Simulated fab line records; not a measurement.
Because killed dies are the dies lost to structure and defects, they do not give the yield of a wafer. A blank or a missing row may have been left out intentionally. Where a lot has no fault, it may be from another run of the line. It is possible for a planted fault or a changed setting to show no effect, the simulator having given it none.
2 desks looking at one fault || flow gf180mcu || numbers are kept per desk, each desk with only its own; the story behind them comes last

AT THE METROLOGY DESK
Lot by lot, what the gauges showed, no matter which tool ran the lot: averages of those sampled wafers that carry a number. If a lot's mean is further than 4 standard deviations from the usual mean, the lot is out of limits and carries the mark OUT (the distance appears in the brackets).
Columns: A = cd-nm at GF_V3_CD_MEAS_14, usual 259.9 nm; B = M4_ALCU_RS at GF_M4_RS_MEAS_05, usual 0.0696 ohm/sq; C = V4_BOW at GF_V4_BOW_MEAS_05, usual 135 um
{"lot": "L263", "first seen here": "day 22 09:09", "A": 260.8, "B": 0.0701, "C": 128}
{"lot": "L264", "first seen here": "day 22 17:11", "A": 260.5, "B": 0.0692, "C": 134}
{"lot": "L265", "first seen here": "day 23 05:36", "A": 260.4, "B": 0.0691, "C": 132}
{"lot": "L268", "first seen here": "day 24 08:08", "A": 258.1, "B": 0.0703, "C": 135}
{"lot": "L271", "first seen here": "day 25 03:44", "A": 260.3, "B": 0.0691, "C": 136}
{"lot": "L273", "first seen here": "day 25 22:44", "A": 260.6, "B": 0.0683, "C": "-"}
{"lot": "L274", "first seen here": "day 26 11:53", "A": 259.0, "B": 0.0722, "C": "-"}
{"lot": "L279", "first seen here": "day 27 15:10", "A": 260.0, "B": 0.0698, "C": 144}
{"lot": "L280", "first seen here": "day 28 01:15", "A": 261.8, "B": 0.0695, "C": 128}
{"lot": "L281", "first seen here": "day 28 07:26", "A": 260.8, "B": 0.0696, "C": 134}
{"lot": "L282", "first seen here": "day 28 14:41", "A": 259.3, "B": 0.0707, "C": 126}
{"lot": "L283", "first seen here": "day 28 23:50", "A": 259.7, "B": 0.0698, "C": 129}
{"lot": "L284", "first seen here": "day 29 05:17", "A": 259.6, "B": 0.0689, "C": 153}
{"lot": "L285", "first seen here": "day 29 07:37", "A": 261.6, "B": 0.0701, "C": 130}
Result from this desk: across the 14 lots, nothing is out of limits.

FOR THE TOOL OWNER'S DESK: litho-track-02
The tool's own readings at GF_M4_DEVELOP_13 (develop time 60 s): means of the sampled wafers that have a number, for each lot that ran on this tool. If a lot's mean is further than 4 standard deviations from the usual mean, the lot is out of limits and carries the mark OUT (the distance appears in the brackets).
Columns: A = chill-plate-temp-C at GF_M4_DEVELOP_13, usual 22.96 C; B = exhaust-pa at GF_M4_DEVELOP_13, usual 45.0 Pa; C = resist-line-temp-C at GF_M4_DEVELOP_13, usual 23.00 C
{"lot": "L263", "first seen here": "day 23 09:40", "A": 22.99, "B": 43.9, "C": 23.11}
{"lot": "L265", "first seen here": "day 24 05:41", "A": 22.96, "B": 44.7, "C": 23.11}
{"lot": "L268", "first seen here": "day 25 07:53", "A": 22.90, "B": 44.1, "C": 23.09}
{"lot": "L279", "first seen here": "day 28 12:23", "A": 22.84, "B": 45.4, "C": 23.10}
{"lot": "L280", "first seen here": "day 28 21:21", "A": 23.10, "B": 45.4, "C": 23.07}
{"lot": "L284", "first seen here": "day 30 00:50", "A": 22.92, "B": 45.0, "C": 23.10}
Result from this desk: across the 6 lots, nothing is out of limits.

ALL TOGETHER
Nothing out of limits was seen by the metrology desk.
The desk of the tool owner found nothing out of limits.

WHAT WAS PUT IN BY THE SIMULATOR
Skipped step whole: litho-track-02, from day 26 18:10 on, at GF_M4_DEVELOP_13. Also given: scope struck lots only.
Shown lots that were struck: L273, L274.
